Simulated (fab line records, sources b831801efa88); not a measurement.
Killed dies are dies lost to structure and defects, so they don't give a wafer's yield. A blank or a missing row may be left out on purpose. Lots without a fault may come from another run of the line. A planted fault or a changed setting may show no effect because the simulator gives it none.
Tool commonality check | flow sky130 | 13 lots, 39 wafers sampled

WHY IT WAS OPENED
At SKY_SONOS_TUNNEL_TW_MEAS_12 the reading SONOS_TUNNEL_TW is flagged on 3 of 13 lots. Wafers without a fault read 197.1, standard deviation 1.2.
Rule: a lot is flagged when every wafer of it that has a number lies more than 4 standard deviations from that mean, or none has a number. The other lots count as sound.

lot  | measured     | on            | SONOS_TUNNEL_TW, wafer by wafer | flag
L490 | day 11 17:25 | film_metro-01 | 198.6 197.3 198.6               |
L491 | day 12 03:58 | film_metro-03 | 195.7 196.0 195.3               |
L492 | day 12 10:41 | film_metro-04 | 197.4 196.6 199.0               |
L493 | day 12 16:42 | film_metro-04 | 197.5 197.6 196.6               |
L494 | day 12 22:42 | film_metro-04 | 171.9 171.5 172.5               | FLAGGED
L495 | day 13 07:26 | film_metro-04 | 173.2 172.0 173.1               | FLAGGED
L496 | day 13 14:58 | film_metro-01 | 173.5 172.9 174.1               | FLAGGED
L504 | day 16 04:58 | film_metro-03 | 196.4 196.9 196.0               |
L505 | day 16 12:46 | film_metro-01 | 196.2 196.5 197.1               |
L507 | day 17 04:26 | film_metro-03 | 194.9 194.9 194.8               |
L508 | day 17 16:29 | film_metro-04 | 197.2 196.8 196.7               |
L510 | day 18 08:07 | film_metro-03 | 196.9 195.9 195.6               |
L512 | day 18 21:03 | film_metro-01 | 197.7 197.0 196.5               |
The numbers of the flagged lots are 172.7 on average: -24.4 against the usual, or -20 standard deviations.

WHICH TOOL RAN EACH LOT
The record holds 2 process steps before the reading, out of a route of 708 steps. In each cell: the tool, then ch and the chambers that the sampled wafers went through, then the start.
lot  | flag    | SKY_FIELD_ISO_CMP_27         | SKY_SONOS_TUNNEL_IMPLANT_09
L490 |         | cmp-01 ch 0,1,2, day 2 15:12 | implanter-01 ch 0, day 11 17:00
L491 |         | cmp-02 ch 2,3, day 2 22:56   | implanter-03 ch 0, day 12 03:34
L492 |         | cmp-02 ch 0,2,3, day 3 02:53 | implanter-01 ch 0, day 12 10:14
L493 |         | cmp-01 ch 1,2,3, day 3 07:01 | implanter-01 ch 0, day 12 16:17
L494 | FLAGGED | cmp-02 ch 0,1,3, day 3 11:45 | implanter-01 ch 0, day 12 22:16
L495 | FLAGGED | cmp-01 ch 0,1,3, day 3 18:26 | implanter-01 ch 0, day 13 06:58
L496 | FLAGGED | cmp-01 ch 0,2,3, day 3 22:16 | implanter-01 ch 0, day 13 14:33
L504 |         | cmp-02 ch 1,2,3, day 5 14:29 | implanter-01 ch 0, day 16 04:32
L505 |         | cmp-02 ch 0,1,2, day 5 19:45 | implanter-03 ch 0, day 16 12:23
L507 |         | cmp-02 ch 0,3, day 6 05:45   | implanter-04 ch 0, day 17 04:01
L508 |         | cmp-01 ch 1,2, day 6 13:24   | implanter-01 ch 0, day 17 16:07
L510 |         | cmp-02 ch 0,2,3, day 7 00:52 | implanter-03 ch 0, day 18 07:43
L512 |         | cmp-01 ch 1,3, day 7 09:46   | implanter-01 ch 0, day 18 20:37
What these steps do:
- SKY_FIELD_ISO_CMP_27: polishes, stops on Si3N4, t overpolish 16 s, target thk 457.8 nm.
- SKY_SONOS_TUNNEL_IMPLANT_09
- SKY_SONOS_TUNNEL_TW_MEAS_12

FLAGGED OVER TOTAL, TOOL BY TOOL (the gauges that took the reading come last)
step                        | tool          | lots run | flagged | share of the flagged lots | sound lots run after its first flagged lot
SKY_FIELD_ISO_CMP_27        | cmp-01        | 6        | 2       | some                      | 2 (L508,L512)
SKY_FIELD_ISO_CMP_27        | cmp-02        | 7        | 1       | some                      | 4 (L504,L505,L507,L510)
SKY_SONOS_TUNNEL_IMPLANT_09 | implanter-01  | 9        | 3       | all                       | 3 (L504,L508,L512)
SKY_SONOS_TUNNEL_IMPLANT_09 | implanter-03  | 3        | 0       | none                      | -
SKY_SONOS_TUNNEL_IMPLANT_09 | implanter-04  | 1        | 0       | none                      | -
SKY_SONOS_TUNNEL_TW_MEAS_12 | film_metro-01 | 4        | 1       | some                      | 2 (L505,L512)
SKY_SONOS_TUNNEL_TW_MEAS_12 | film_metro-03 | 4        | 0       | none                      | -
SKY_SONOS_TUNNEL_TW_MEAS_12 | film_metro-04 | 5        | 2       | some                      | 1 (L508)

WHAT THE TABLE ALLOWS
1 row of the table ran every flagged lot: implanter-01 at SKY_SONOS_TUNNEL_IMPLANT_09.
- implanter-01 at SKY_SONOS_TUNNEL_IMPLANT_09: 3 of its 9 lots flagged. Sound lots ran on it after the first flagged one (L504, L508, L512), which a lasting fault on the whole tool wouldn't allow. Its own readings lie more than 4 standard deviations out on every wafer of the flagged lots: dose_ions_cm2, faraday_current_uA.
No row of the table ran every flagged lot and no sound lot after the first.

WHAT THE SIMULATOR HAD PUT IN
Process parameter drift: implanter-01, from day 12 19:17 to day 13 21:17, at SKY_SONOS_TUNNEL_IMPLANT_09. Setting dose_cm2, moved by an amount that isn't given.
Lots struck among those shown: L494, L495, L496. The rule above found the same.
